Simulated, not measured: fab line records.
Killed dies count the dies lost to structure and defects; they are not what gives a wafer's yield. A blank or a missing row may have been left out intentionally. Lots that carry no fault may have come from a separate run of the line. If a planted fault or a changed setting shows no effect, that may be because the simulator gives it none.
Struck lot and sound lot, side by side -- flow sky130 -- 15 steps out of a route of 708
Sound: these wafers, L786.3, L786.4, L786.5. Struck: wafer L790.1 (left out: L790.5, a lot-mate that was not struck); the cause follows at the end.
At each step with rows: each side's tool, then ch and its chambers, then its first start. Under that, the readings that differ: sound wafers -- struck wafers -- difference of the means -- sigmas: that difference in standard deviations of wafers without a fault.
alike: readings whose means differ by less than 2 such deviations, and words and numbers that are the same on both sides. not compared: withheld readings, readings that some wafer has no value for, bounds like >300 that may hide the same value, and numbers for which the record gives no deviation and whose values overlap.
Wherever a step has rows on one side only, a row that says differs or no value, or a row with sigmas, the two part there. Numbers that have no deviation but don't overlap get no sigmas and don't part them. Lack of a reading on every wafer of one side parts them only where that side has two or more wafers.

SKY_VIA4_STRIP_13: strips in O2/N2.
  sound on plasma-asher-02 ch 0,1, day 47 03:38; struck on plasma-asher-02 ch 0, day 47 11:10
reading,sound,struck,difference,sigmas
rf-hours-counter-h (h),- - -,35,no value on the sound wafers,
  alike: drypump-motor-current-A, oes-product-au, strip-time-to-endpoint-s
then, 5 steps without rows for these wafers: SKY_VIA4_STRIP_14 (strips in post etch residue remover, time 1200 s); SKY_VIA4_CLEAN_15 (cleans in IPA, time 180 s); SKY_VIA4_CLEAN_16 (cleans in O3/DIW); SKY_VIA4_SPUTTER_17 (material TiN, target thk 20 nm, time 80 s); SKY_VIA4_CVD_18 (deposits W, target thk 505 nm, time 152.14 s).
SKY_VIA4_RS_MEAS_19: uses a four-point probe to measure.
  sound on film-metro-01 at day 47 04:34; struck on film-metro-01 at day 47 11:59
  alike: VIA4_W_RS
SKY_VIA4_THK_MEAS_20: measures by xrf.
  sound on film-metro-01 at day 47 04:40; struck on film-metro-01 at day 47 12:06
  alike: VIA4_W_THK
SKY_VIA4_CMP_21: polishes, stops on SiO2, t overpolish 25 s, target thk 0 nm.
  sound on cmp-02 ch 2,3, day 47 04:43; struck on cmp-01 ch 0, day 47 12:13
  alike: motor-current-A, overpolish-run-s, time-to-endpoint-s
SKY_METAL5_SPUTTER_00: material Ti, target thk 15 nm, time 10 s.
  sound on pvd-sputter-02 at day 47 05:01; struck on pvd-sputter-03 at day 47 12:28
  alike: throttle-valve-pct
then, 1 step without rows for these wafers: SKY_METAL5_SPUTTER_01 (material TiN, target thk 20 nm, time 16.7 s).
SKY_METAL5_SPUTTER_02: material AlCu, target thk 1150 nm, time 61.2 s.
  sound on pvd-sputter-02 at day 47 05:04; struck on pvd-sputter-03 at day 47 12:30
  alike: throttle-valve-pct
SKY_METAL5_SPUTTER_03: material Ti, target thk 5 nm, time 3.3 s.
  sound on pvd-sputter-02 at day 47 05:07; struck on pvd-sputter-03 at day 47 12:33
reading,sound,struck,difference,sigmas
model.Ti_of_METAL5_SPUTTER_03.thk-nm (nm),5.104 5.088 5.077,4.626,-0.464,
  alike: throttle-valve-pct
SKY_METAL5_SPUTTER_04: material TiN, target thk 70 nm, time 58.3 s.
  sound on pvd-sputter-02 at day 47 05:08; struck on pvd-sputter-03 at day 47 12:34
  alike: throttle-valve-pct
-- the record jumps here: 2 days lie between the struck wafers' starts before and after (it left off in module METAL5 and takes up again in module PAD_OPEN, whose first step shown is number 708 of the route) --
SKY_PAD_OPEN_PROBE_99:
  rows exist in the record for the struck wafers here (prober-02, day 49 22:19), but not for the sound ones

WHERE THEY PART
Earliest at SKY_VIA4_STRIP_13; latest, in this record, at SKY_PAD_OPEN_PROBE_99.

WHY: what had been put in by the simulator
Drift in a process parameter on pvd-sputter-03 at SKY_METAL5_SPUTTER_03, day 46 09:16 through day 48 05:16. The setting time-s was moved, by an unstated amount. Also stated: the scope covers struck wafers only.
